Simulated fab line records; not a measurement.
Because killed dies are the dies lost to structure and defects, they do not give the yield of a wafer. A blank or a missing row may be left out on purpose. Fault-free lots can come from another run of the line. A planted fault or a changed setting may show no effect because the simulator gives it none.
Which tool is to blame? || flow sky130 || 11 lots, 33 wafers sampled, at 4 steps of a route of 708

## WHAT EACH GAUGE READ, for each wafer
SKY_POLY_GATE_THK_MEAS_04. Usual: POLY_GATE_CVD_03_THK 75.2 nm, standard deviation 0.73.
{"lot": "L161", "measured": "day 15 14:56", "on": "film-metro-01", "POLY_GATE_CVD_03_THK (nm)": "74.9 74.6 75.8", "flag": ""}
{"lot": "L162", "measured": "day 16 02:59", "on": "film-metro-01", "POLY_GATE_CVD_03_THK (nm)": "74.4 74.3 74.2", "flag": ""}
{"lot": "L163", "measured": "day 16 12:08", "on": "film-metro-01", "POLY_GATE_CVD_03_THK (nm)": "76.2 75.3 75.5", "flag": ""}
{"lot": "L165", "measured": "day 17 02:07", "on": "film-metro-04", "POLY_GATE_CVD_03_THK (nm)": "75.2 75.8 75.7", "flag": ""}
{"lot": "L168", "measured": "day 18 18:44", "on": "film-metro-04", "POLY_GATE_CVD_03_THK (nm)": "75.6 76.3 75.8", "flag": ""}
{"lot": "L169", "measured": "day 19 06:43", "on": "film-metro-04", "POLY_GATE_CVD_03_THK (nm)": "75.7 75.5 75.5", "flag": ""}
{"lot": "L170", "measured": "day 19 05:22", "on": "film-metro-02", "POLY_GATE_CVD_03_THK (nm)": "76.9 77.2 77.0", "flag": ""}
{"lot": "L173", "measured": "day 20 04:52", "on": "film-metro-01", "POLY_GATE_CVD_03_THK (nm)": "75.5 75.8 75.5", "flag": ""}
{"lot": "L178", "measured": "day 22 00:03", "on": "film-metro-04", "POLY_GATE_CVD_03_THK (nm)": "74.9 74.6 74.9", "flag": ""}
{"lot": "L181", "measured": "day 22 18:23", "on": "film-metro-01", "POLY_GATE_CVD_03_THK (nm)": "74.1 74.1 74.0", "flag": ""}
{"lot": "L182", "measured": "day 23 05:40", "on": "film-metro-01", "POLY_GATE_CVD_03_THK (nm)": "75.7 75.7 75.4", "flag": ""}

SKY_POLY_GATE_THK_MEAS_21. Usual: POLY_GATE_OXIDATION_THK 4.00 nm, standard deviation 0.08.
{"lot": "L161", "measured": "day 16 20:31", "on": "film-metro-02", "POLY_GATE_OXIDATION_THK (nm)": "4.03 4.03 4.05", "flag": ""}
{"lot": "L162", "measured": "day 17 09:21", "on": "film-metro-02", "POLY_GATE_OXIDATION_THK (nm)": "4.01 3.99 4.16", "flag": ""}
{"lot": "L163", "measured": "day 17 19:02", "on": "film-metro-02", "POLY_GATE_OXIDATION_THK (nm)": "3.96 3.97 4.05", "flag": ""}
{"lot": "L165", "measured": "day 18 09:26", "on": "film-metro-02", "POLY_GATE_OXIDATION_THK (nm)": "3.99 3.97 4.01", "flag": ""}
{"lot": "L168", "measured": "day 20 04:43", "on": "film-metro-02", "POLY_GATE_OXIDATION_THK (nm)": "3.93 3.89 3.91", "flag": ""}
{"lot": "L169", "measured": "day 20 16:22", "on": "film-metro-01", "POLY_GATE_OXIDATION_THK (nm)": "6.35 6.44 6.40", "flag": "OFF"}
{"lot": "L170", "measured": "day 20 16:23", "on": "film-metro-02", "POLY_GATE_OXIDATION_THK (nm)": "6.36 6.35 6.45", "flag": "OFF"}
{"lot": "L173", "measured": "day 21 13:28", "on": "film-metro-04", "POLY_GATE_OXIDATION_THK (nm)": "6.37 6.44 6.30", "flag": "OFF"}
{"lot": "L178", "measured": "day 23 08:01", "on": "film-metro-04", "POLY_GATE_OXIDATION_THK (nm)": "4.01 4.07 4.02", "flag": ""}
{"lot": "L181", "measured": "day 24 03:15", "on": "film-metro-04", "POLY_GATE_OXIDATION_THK (nm)": "3.98 4.05 4.01", "flag": ""}
{"lot": "L182", "measured": "day 24 13:34", "on": "film-metro-01", "POLY_GATE_OXIDATION_THK (nm)": "3.96 3.98 4.06", "flag": ""}

## WHICH TOOL RAN EACH LOT (tool, then ch and the chambers of the sampled wafers, then the start)
{"lot": "L161", "SKY_DNWELL_STRIP_08": "plasma-asher-04 ch 0,1, day 3 14:40", "SKY_POLY_GATE_OXIDATION_20": "furnace-02 ch 0, day 16 19:15"}
{"lot": "L162", "SKY_DNWELL_STRIP_08": "plasma-asher-01 ch 0,1, day 3 19:05", "SKY_POLY_GATE_OXIDATION_20": "furnace-01 ch 0, day 17 08:06"}
{"lot": "L163", "SKY_DNWELL_STRIP_08": "plasma-asher-02 ch 0,1, day 4 02:53", "SKY_POLY_GATE_OXIDATION_20": "furnace-01 ch 0, day 17 17:45"}
{"lot": "L165", "SKY_DNWELL_STRIP_08": "plasma-asher-01 ch 0, day 4 10:41", "SKY_POLY_GATE_OXIDATION_20": "furnace-01 ch 0, day 18 08:11"}
{"lot": "L168", "SKY_DNWELL_STRIP_08": "plasma-asher-04 ch 0, day 5 10:58", "SKY_POLY_GATE_OXIDATION_20": "furnace-02 ch 0, day 20 03:28"}
{"lot": "L169", "SKY_DNWELL_STRIP_08": "plasma-asher-04 ch 0,1, day 5 16:32", "SKY_POLY_GATE_OXIDATION_20": "furnace-01 ch 0, day 20 15:07"}
{"lot": "L170", "SKY_DNWELL_STRIP_08": "plasma-asher-02 ch 0,1, day 5 20:04", "SKY_POLY_GATE_OXIDATION_20": "furnace-01 ch 0, day 20 15:07"}
{"lot": "L173", "SKY_DNWELL_STRIP_08": "plasma-asher-02 ch 0,1, day 6 07:00", "SKY_POLY_GATE_OXIDATION_20": "furnace-01 ch 0, day 21 12:12"}
{"lot": "L178", "SKY_DNWELL_STRIP_08": "plasma-asher-04 ch 0,1, day 7 09:46", "SKY_POLY_GATE_OXIDATION_20": "furnace-02 ch 0, day 23 06:45"}
{"lot": "L181", "SKY_DNWELL_STRIP_08": "plasma-asher-04 ch 0,1, day 8 02:14", "SKY_POLY_GATE_OXIDATION_20": "furnace-02 ch 0, day 24 02:00"}
{"lot": "L182", "SKY_DNWELL_STRIP_08": "plasma-asher-04 ch 0,1, day 8 10:23", "SKY_POLY_GATE_OXIDATION_20": "furnace-01 ch 0, day 24 12:18"}
- SKY_DNWELL_STRIP_08: strips in O2/N2.
- SKY_POLY_GATE_OXIDATION_20: stabilise 600 s, purge 300 s, target thk 4 nm.

## WHAT THE TOOLS THEMSELVES READ (means of the sampled wafers that have a number; where no wafer has one, the mark that the record gives instead)
SKY_DNWELL_STRIP_08. Usual: drypump-motor-current-A 5.6 A, standard deviation 0.5; oes-product-au 0.722 a.u., standard deviation 0.0045; strip-time-to-endpoint-s 36.94 s, standard deviation 0.091.
{"lot": "L161", "tool": "plasma-asher-04", "drypump-motor-current-A (A)": 5.4, "oes-product-au (a.u.)": 0.721, "strip-time-to-endpoint-s (s)": 36.92, "flag": ""}
{"lot": "L162", "tool": "plasma-asher-01", "drypump-motor-current-A (A)": 5.6, "oes-product-au (a.u.)": 0.725, "strip-time-to-endpoint-s (s)": 36.94, "flag": ""}
{"lot": "L163", "tool": "plasma-asher-02", "drypump-motor-current-A (A)": 5.7, "oes-product-au (a.u.)": 0.721, "strip-time-to-endpoint-s (s)": 36.97, "flag": ""}
{"lot": "L165", "tool": "plasma-asher-01", "drypump-motor-current-A (A)": 5.6, "oes-product-au (a.u.)": 0.728, "strip-time-to-endpoint-s (s)": 36.84, "flag": ""}
{"lot": "L168", "tool": "plasma-asher-04", "drypump-motor-current-A (A)": 5.0, "oes-product-au (a.u.)": 0.724, "strip-time-to-endpoint-s (s)": 36.99, "flag": ""}
{"lot": "L169", "tool": "plasma-asher-04", "drypump-motor-current-A (A)": 5.2, "oes-product-au (a.u.)": 0.722, "strip-time-to-endpoint-s (s)": 37.05, "flag": ""}
{"lot": "L170", "tool": "plasma-asher-02", "drypump-motor-current-A (A)": 5.6, "oes-product-au (a.u.)": 0.719, "strip-time-to-endpoint-s (s)": 37.04, "flag": ""}
{"lot": "L173", "tool": "plasma-asher-02", "drypump-motor-current-A (A)": 6.1, "oes-product-au (a.u.)": 0.724, "strip-time-to-endpoint-s (s)": 36.90, "flag": ""}
{"lot": "L178", "tool": "plasma-asher-04", "drypump-motor-current-A (A)": 5.2, "oes-product-au (a.u.)": 0.720, "strip-time-to-endpoint-s (s)": 36.93, "flag": ""}
{"lot": "L181", "tool": "plasma-asher-04", "drypump-motor-current-A (A)": 5.2, "oes-product-au (a.u.)": 0.722, "strip-time-to-endpoint-s (s)": 36.77, "flag": ""}
{"lot": "L182", "tool": "plasma-asher-04", "drypump-motor-current-A (A)": 5.2, "oes-product-au (a.u.)": 0.725, "strip-time-to-endpoint-s (s)": 36.80, "flag": ""}

SKY_POLY_GATE_OXIDATION_20. Usual: spike-tc-bottom-C 870.5 C, standard deviation 1.5; spike-tc-centre-C 850.6 C, standard deviation 1; spike-tc-lower-C 850.8 C, standard deviation 1; spike-tc-top-C 865.7 C, standard deviation 1.3; spike-tc-upper-C 849.9 C, standard deviation 0.99; zone-power-centre-pct 16.4 %, standard deviation 1.1; zone-power-lower-pct 16.23 %, standard deviation 0.21; zone-power-top-pct 27.0 %, standard deviation 0.49; zone-power-upper-pct 15.89 %, standard deviation 0.16.
{"lot": "L161", "tool": "furnace-02", "spike-tc-bottom-C (C)": 870.2, "spike-tc-centre-C (C)": 850.8, "spike-tc-lower-C (C)": 851.4, "spike-tc-top-C (C)": 866.7, "spike-tc-upper-C (C)": 849.1, "zone-power-centre-pct (%)": 17.6, "zone-power-lower-pct (%)": 16.03, "zone-power-top-pct (%)": 26.6, "zone-power-upper-pct (%)": 15.97, "flag": ""}
{"lot": "L162", "tool": "furnace-01", "spike-tc-bottom-C (C)": 871.5, "spike-tc-centre-C (C)": 850.7, "spike-tc-lower-C (C)": 850.3, "spike-tc-top-C (C)": 865.3, "spike-tc-upper-C (C)": 849.8, "zone-power-centre-pct (%)": 15.4, "zone-power-lower-pct (%)": 16.49, "zone-power-top-pct (%)": 27.3, "zone-power-upper-pct (%)": 15.86, "flag": ""}
{"lot": "L163", "tool": "furnace-01", "spike-tc-bottom-C (C)": 871.4, "spike-tc-centre-C (C)": 851.1, "spike-tc-lower-C (C)": 851.4, "spike-tc-top-C (C)": 864.9, "spike-tc-upper-C (C)": 848.8, "zone-power-centre-pct (%)": 15.6, "zone-power-lower-pct (%)": 16.30, "zone-power-top-pct (%)": 27.4, "zone-power-upper-pct (%)": 15.93, "flag": ""}
{"lot": "L165", "tool": "furnace-01", "spike-tc-bottom-C (C)": 871.2, "spike-tc-centre-C (C)": 851.2, "spike-tc-lower-C (C)": 850.7, "spike-tc-top-C (C)": 864.5, "spike-tc-upper-C (C)": 850.0, "zone-power-centre-pct (%)": 15.5, "zone-power-lower-pct (%)": 16.36, "zone-power-top-pct (%)": 27.3, "zone-power-upper-pct (%)": 15.88, "flag": ""}
{"lot": "L168", "tool": "furnace-02", "spike-tc-bottom-C (C)": 869.2, "spike-tc-centre-C (C)": 850.7, "spike-tc-lower-C (C)": 851.4, "spike-tc-top-C (C)": 867.5, "spike-tc-upper-C (C)": 849.4, "zone-power-centre-pct (%)": 17.5, "zone-power-lower-pct (%)": 15.98, "zone-power-top-pct (%)": 26.5, "zone-power-upper-pct (%)": 16.01, "flag": ""}
{"lot": "L169", "tool": "furnace-01", "spike-tc-bottom-C (C)": 909.3, "spike-tc-centre-C (C)": 889.0, "spike-tc-lower-C (C)": 887.9, "spike-tc-top-C (C)": 902.0, "spike-tc-upper-C (C)": 887.8, "zone-power-centre-pct (%)": 16.9, "zone-power-lower-pct (%)": 17.93, "zone-power-top-pct (%)": 29.2, "zone-power-upper-pct (%)": 17.37, "flag": "OFF"}
{"lot": "L170", "tool": "furnace-01", "spike-tc-bottom-C (C)": 909.0, "spike-tc-centre-C (C)": 889.0, "spike-tc-lower-C (C)": 889.1, "spike-tc-top-C (C)": 902.5, "spike-tc-upper-C (C)": 888.9, "zone-power-centre-pct (%)": 16.9, "zone-power-lower-pct (%)": 17.92, "zone-power-top-pct (%)": 29.1, "zone-power-upper-pct (%)": 17.48, "flag": "OFF"}
{"lot": "L173", "tool": "furnace-01", "spike-tc-bottom-C (C)": 908.9, "spike-tc-centre-C (C)": 889.5, "spike-tc-lower-C (C)": 889.5, "spike-tc-top-C (C)": 902.5, "spike-tc-upper-C (C)": 888.2, "zone-power-centre-pct (%)": 16.8, "zone-power-lower-pct (%)": 17.72, "zone-power-top-pct (%)": 29.2, "zone-power-upper-pct (%)": 17.33, "flag": "OFF"}
{"lot": "L178", "tool": "furnace-02", "spike-tc-bottom-C (C)": 868.8, "spike-tc-centre-C (C)": 850.2, "spike-tc-lower-C (C)": 851.6, "spike-tc-top-C (C)": 866.5, "spike-tc-upper-C (C)": 848.9, "zone-power-centre-pct (%)": 17.6, "zone-power-lower-pct (%)": 16.08, "zone-power-top-pct (%)": 26.7, "zone-power-upper-pct (%)": 16.02, "flag": ""}
{"lot": "L181", "tool": "furnace-02", "spike-tc-bottom-C (C)": 869.4, "spike-tc-centre-C (C)": 850.2, "spike-tc-lower-C (C)": 851.5, "spike-tc-top-C (C)": 867.7, "spike-tc-upper-C (C)": 849.7, "zone-power-centre-pct (%)": 17.6, "zone-power-lower-pct (%)": 16.06, "zone-power-top-pct (%)": 26.5, "zone-power-upper-pct (%)": 15.91, "flag": ""}
{"lot": "L182", "tool": "furnace-01", "spike-tc-bottom-C (C)": 872.7, "spike-tc-centre-C (C)": 850.5, "spike-tc-lower-C (C)": 849.2, "spike-tc-top-C (C)": 864.6, "spike-tc-upper-C (C)": 849.4, "zone-power-centre-pct (%)": 15.5, "zone-power-lower-pct (%)": 16.46, "zone-power-top-pct (%)": 27.5, "zone-power-upper-pct (%)": 15.90, "flag": ""}

## THE ANSWER, worked out from the rows above alone
Rule: a lot counts as off when the mean over its wafers that have a number is more than 3 standard deviations away from the usual mean. A lot without any number at a reading at which 4 lots or more have one is off too. The other lots that the step has rows for count as sound. After the gauges, taken in route order, come the tools' own readings; for these a lot's mean is taken, as printed above. The first step at which some lot is off is used, and at that step the reading that is off furthest; a lot without a number counts as furthest.
Off: L169, L170, L173, seen at SKY_POLY_GATE_THK_MEAS_21 (POLY_GATE_OXIDATION_THK).
If a tool, at a process step before that reading, ran all the lots that are off and no sound lot after the first of them, it fits. Not tried: the gauges at SKY_POLY_GATE_THK_MEAS_21; whatever is off there is also off at SKY_POLY_GATE_OXIDATION_20, on other tools, and gauge error can't account for it. None of those tried fits.

## WHAT THE SIMULATOR PUT IN
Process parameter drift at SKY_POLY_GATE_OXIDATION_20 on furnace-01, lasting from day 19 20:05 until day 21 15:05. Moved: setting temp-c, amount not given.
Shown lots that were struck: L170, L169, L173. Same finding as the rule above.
